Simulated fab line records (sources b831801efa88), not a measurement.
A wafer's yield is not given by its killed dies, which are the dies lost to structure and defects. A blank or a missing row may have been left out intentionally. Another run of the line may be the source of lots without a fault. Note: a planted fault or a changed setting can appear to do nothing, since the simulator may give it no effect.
Which tool is to blame? :: flow sky130 :: Sampling: 7 lots, 21 wafers, 4 of 708 route steps

WHAT THE GAUGES SHOWED, per wafer
SKY_METAL2_RS_MEAS_05: a four-point-probe measurement.
lot: L860
measured: day 35 09:26
on: filmMetro-02
METAL2_ALCU_RS (ohm/sq): 0.1269 0.1262 0.1274

lot: L861
measured: day 35 20:27
on: filmMetro-02
METAL2_ALCU_RS (ohm/sq): 0.1281 0.1289 0.1293

lot: L865
measured: day 36 21:45
on: filmMetro-01
METAL2_ALCU_RS (ohm/sq): 0.1276 0.1250 0.1251

lot: L867
measured: day 37 17:35
on: filmMetro-01
METAL2_ALCU_RS (ohm/sq): 0.1244 0.1253 0.1256

lot: L869
measured: day 38 13:11
on: filmMetro-01
METAL2_ALCU_RS (ohm/sq): 0.1251 0.0679 0.1248

lot: L876
measured: day 40 05:13
on: filmMetro-03
METAL2_ALCU_RS (ohm/sq): 0.0682 0.0675 0.1255

lot: L879
measured: day 41 01:40
on: filmMetro-02
METAL2_ALCU_RS (ohm/sq): 0.1285 0.1294 0.1264

EACH LOT AND THE TOOL THAT RAN IT (in order: tool; ch and the chambers of the sampled wafers; start)
lot: L860
SKY_METAL1_ETCH_18: rieMetal-01 ch 0,1, day 34 03:43
SKY_VIA1_SPUTTER_20: pvdSputter-04, day 35 08:37
SKY_METAL2_SPUTTER_02: pvdSputter-04, day 35 09:17

lot: L861
SKY_METAL1_ETCH_18: rieMetal-01 ch 0, day 34 15:03
SKY_VIA1_SPUTTER_20: pvdSputter-02, day 35 19:41
SKY_METAL2_SPUTTER_02: pvdSputter-03, day 35 20:22

lot: L865
SKY_METAL1_ETCH_18: rieMetal-04 ch 0,1, day 35 17:09
SKY_VIA1_SPUTTER_20: pvdSputter-02, day 36 20:55
SKY_METAL2_SPUTTER_02: pvdSputter-03, day 36 21:40

lot: L867
SKY_METAL1_ETCH_18: rieMetal-03 ch 0,1, day 36 12:15
SKY_VIA1_SPUTTER_20: pvdSputter-04, day 37 16:47
SKY_METAL2_SPUTTER_02: pvdSputter-04, day 37 17:28

lot: L869
SKY_METAL1_ETCH_18: rieMetal-01 ch 0,1, day 37 08:44
SKY_VIA1_SPUTTER_20: pvdSputter-04, day 38 12:23
SKY_METAL2_SPUTTER_02: pvdSputter-04, day 38 13:06

lot: L876
SKY_METAL1_ETCH_18: rieMetal-01 ch 0, day 39 00:13
SKY_VIA1_SPUTTER_20: pvdSputter-04, day 40 04:26
SKY_METAL2_SPUTTER_02: pvdSputter-04, day 40 05:07

lot: L879
SKY_METAL1_ETCH_18: rieMetal-04 ch 0,1, day 39 22:05
SKY_VIA1_SPUTTER_20: pvdSputter-04, day 41 00:53
SKY_METAL2_SPUTTER_02: pvdSputter-03, day 41 01:34
- SKY_METAL1_ETCH_18: etches BARC in N2/H2, stops on SiO2, time 45.9 s, target depth 60 nm.
- SKY_VIA1_SPUTTER_20: material TiN, target thk 20 nm, time 80 s.
- SKY_METAL2_SPUTTER_02: material AlCu, target thk 250 nm, time 13.3 s.

THE ANSWER, worked out from the rows above alone
Rule: the lots themselves supply what counts as usual. The widest of any qualifying gaps counts: lots, ordered by their means at a reading, are off when they make up no more than a third of the lots, leave a main group of 4 or more, and stand apart from it by 3 or more times the standard deviation of that group's means. A main group is skipped when, at the precision printed for the reading in the tables above, its means are all equal. Also off: a lot with no number at a reading for which 4 or more lots have one. All remaining lots with rows at the step are treated as sound.
Off: L869, L876, seen at SKY_METAL2_RS_MEAS_05 (METAL2_ALCU_RS). The main group: mean 0.1269 ohm/sq, standard deviation 0.0014.
If a tool, at a process step before that reading, ran all the lots that are off and no sound lot after the first of them, it fits. The gauges at SKY_METAL2_RS_MEAS_05 are tried like those tools. This does not decide it: 2 tools fit, namely rieMetal-01 at SKY_METAL1_ETCH_18 and pvdSputter-04 at SKY_METAL2_SPUTTER_02.

WHAT THE SIMULATOR HAD INSERTED
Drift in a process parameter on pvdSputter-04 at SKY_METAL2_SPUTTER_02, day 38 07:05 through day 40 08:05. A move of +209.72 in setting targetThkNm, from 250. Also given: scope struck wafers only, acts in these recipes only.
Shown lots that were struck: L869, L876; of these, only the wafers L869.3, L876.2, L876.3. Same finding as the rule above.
